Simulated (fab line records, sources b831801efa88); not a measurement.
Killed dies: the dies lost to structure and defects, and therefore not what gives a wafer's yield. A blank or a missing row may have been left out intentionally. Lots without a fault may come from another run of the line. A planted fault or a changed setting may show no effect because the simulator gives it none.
Struck lot and sound lot, side by side -- flow gf180mcu -- 17 steps out of a route of 602
Sound: wafers L963.1, L963.3, L963.4. Wafers L976.2, L976.5, L976.6 were the ones struck. The cause is given at the end.
For every step that has rows: the tool of each side, followed by ch and its chambers, followed by its first start. Under that, the readings that differ: sound wafers -- struck wafers -- difference of the means -- sigmas: that difference in standard deviations of wafers without a fault.
alike: a reading whose means differ by less than 2 such deviations, as well as words and numbers matching on both sides. not compared: withheld readings; readings where some wafer has no value; bounds like >300 that might hide an equal value; numbers whose values overlap and for which the record gives no deviation.
Wherever a step has rows on one side only, a row that says differs or no value, or a row with sigmas, the two part there. Numbers that have no deviation but don't overlap get no sigmas and don't part them. A reading that every wafer of one side lacks parts them only if that side has two wafers or more.

first, 3 steps without rows for these wafers: GF_V2_EXPOSE_11 (exposes mask Via2, target cd 260 nm); GF_V2_PEB_12 (peb time 90 s); GF_V2_DEVELOP_13 (develop time 60 s).
GF_V2_CD_MEAS_14 targets a cd of 260 nm.
  struck on cdSem-02, day 25 21:11; sound on cdSem-02, day 21 18:19
  alike: cdNm
GF_V2_OVL_MEAS_15:
  struck on overlay-01, day 25 21:18; sound on overlay-01, day 21 18:26
  alike: V2_OVL
GF_V2_ETCH_16: etches BARC in N2/H2.
  sound on rieDiel-03 ch 0,2,3, day 21 18:28; struck on rieDiel-03 ch 1,2,3, day 25 21:20
  alike: drypumpMotorCurrentA, oesProductAu, throttleValvePct
GF_V2_ETCH_17: etches SiO2 in C4F8/O2/Ar, stops on TiN, target depth 630 nm.
  sound on rieDiel-03 ch 0,2,3; struck on rieDiel-03 ch 1,2,3
  alike: oesProductAu
GF_V2_STRIP_18: strips in O2/N2.
  sound on plasmaAsher-04 ch 0,1, day 21 18:35; struck on plasmaAsher-04 ch 0,1, day 25 21:28
  alike: drypumpMotorCurrentA, heaterPowerW, oesProductAu
  not compared: rfHoursCounterH
then, 2 steps without rows for these wafers: GF_V2_STRIP_19 (strips in post etch residue remover, time 1200 s); GF_V2_CLEAN_20 (cleans in DIW).
GF_V2_SPUTTER_21: material Ti, target thk 15 nm, time 80.02 s.
  struck on pvdSputter-03, day 25 22:00; sound on pvdSputter-02, day 21 19:08
  alike: throttleValvePct
GF_V2_SPUTTER_22: material TiN, target thk 10 nm, time 40 s.
  struck on pvdSputter-03, day 25 22:04; sound on pvdSputter-02, day 21 19:11
  alike: throttleValvePct
GF_V2_CVD_23: deposits W, target thk 350 nm, time 104.94 s.
  sound on cvdW-02 ch 0,1, day 21 19:14; struck on cvdW-02 ch 0,1, day 25 22:06
reading,sound,struck,difference,sigmas
model.W_of_V2_CVD_23.thkNm (nm),352.6 350.4 350.2,319.5 311.4 311.2,-37.0,
  alike: chamberPressureTorr, heaterPowerW
GF_V2_RS_MEAS_24: measurement is done with a four-point probe.
  struck on filmMetro-04, day 25 22:14; sound on filmMetro-04, day 21 19:20
reading,sound,struck,difference,sigmas
V2_W_RS (ohm/sq),0.326 0.327 0.328,0.359 0.369 0.369,+0.039,+13
GF_V2_THK_MEAS_25: measures by xrf.
  struck on filmMetro-04, day 25 22:20; sound on filmMetro-04, day 21 19:28
reading,sound,struck,difference,sigmas
V2_W_THK (nm),371 372 370,336 326 326,-42,-6
then, 1 step without rows for these wafers: GF_V2_CMP_26 (polishes, stops on SiO2, t overpolish 15 s, target thk 0 nm).
GF_PASSIVATION_PROBE_99:
  sound wafers here have rows in the record (prober-01, day 30 05:40); struck ones have none

## WHERE THEY PART
At GF_V2_RS_MEAS_24 first; at GF_PASSIVATION_PROBE_99 last (within this record only).

WHY: the cause the simulator had injected
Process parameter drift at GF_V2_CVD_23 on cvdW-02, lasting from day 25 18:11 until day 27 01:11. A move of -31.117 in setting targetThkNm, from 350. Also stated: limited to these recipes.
